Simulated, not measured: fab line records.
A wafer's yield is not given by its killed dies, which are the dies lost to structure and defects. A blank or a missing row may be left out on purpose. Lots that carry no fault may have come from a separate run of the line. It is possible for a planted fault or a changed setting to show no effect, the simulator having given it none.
2 desks, one fault | flow sky130 | only its own numbers are on each desk; what lay behind them is given at the end

FROM THE METROLOGY DESK
What the gauges read, lot by lot, whatever tool the lot ran on: means of the sampled wafers that have a number. Marked OUT: a lot whose mean sits more than 4 standard deviations from the usual mean, which makes it out of limits; the brackets give that distance.
Columns: A = VIA4_W_THK at SKY_VIA4_THK_MEAS_20, usual 498 nm
lot  | first seen here | A
L849 | day 43 00:37    | 488
L851 | day 43 17:28    | 494
L853 | day 44 10:26    | 500
L856 | day 44 21:01    | 505
L855 | day 44 21:41    | 488
L858 | day 45 23:36    | 507
L865 | day 47 12:02    | 491
L866 | day 47 13:45    | 508
L868 | day 48 04:20    | 503
L869 | day 48 08:44    | 497
L872 | day 48 19:44    | 498
This desk found nothing out of limits on any of the 11 lots.

FOR THE TOOL OWNER'S DESK: plasmaAsher-04
The tool's own readings at SKY_VT_ADJUST_HVTR_STRIP_10 (strips in O2/N2): means of the sampled wafers that have a number, for each lot that ran on this tool. Marked OUT: a lot whose mean sits more than 4 standard deviations from the usual mean, which makes it out of limits; the brackets give that distance.
Columns: A = chamberPressureMTorr at SKY_VT_ADJUST_HVTR_STRIP_10, usual 1500.1 mTorr; B = drypumpMotorCurrentA at SKY_VT_ADJUST_HVTR_STRIP_10, usual 5.4 A; C = oesProductAu at SKY_VT_ADJUST_HVTR_STRIP_10, usual 0.716 a.u.; D = stripTimeToEndpointS at SKY_VT_ADJUST_HVTR_STRIP_10, usual 14.17 s
lot  | first seen here | A      | B   | C     | D
L855 | day 11 12:23    | 1500.2 | 5.3 | 0.711 | 14.14
L858 | day 12 12:05    | 1500.1 | 5.3 | 0.713 | 14.19
L865 | day 14 13:46    | 1500.0 | 5.1 | 0.714 | 14.20
L866 | day 14 18:43    | 1500.7 | 5.6 | 0.713 | 14.18
This desk found nothing out of limits on any of the 4 lots.

ALL TOGETHER
Metrology desk: nothing out of limits seen.
Nothing out of limits was seen by the tool owner's desk.

WHAT WAS PUT IN BY THE SIMULATOR
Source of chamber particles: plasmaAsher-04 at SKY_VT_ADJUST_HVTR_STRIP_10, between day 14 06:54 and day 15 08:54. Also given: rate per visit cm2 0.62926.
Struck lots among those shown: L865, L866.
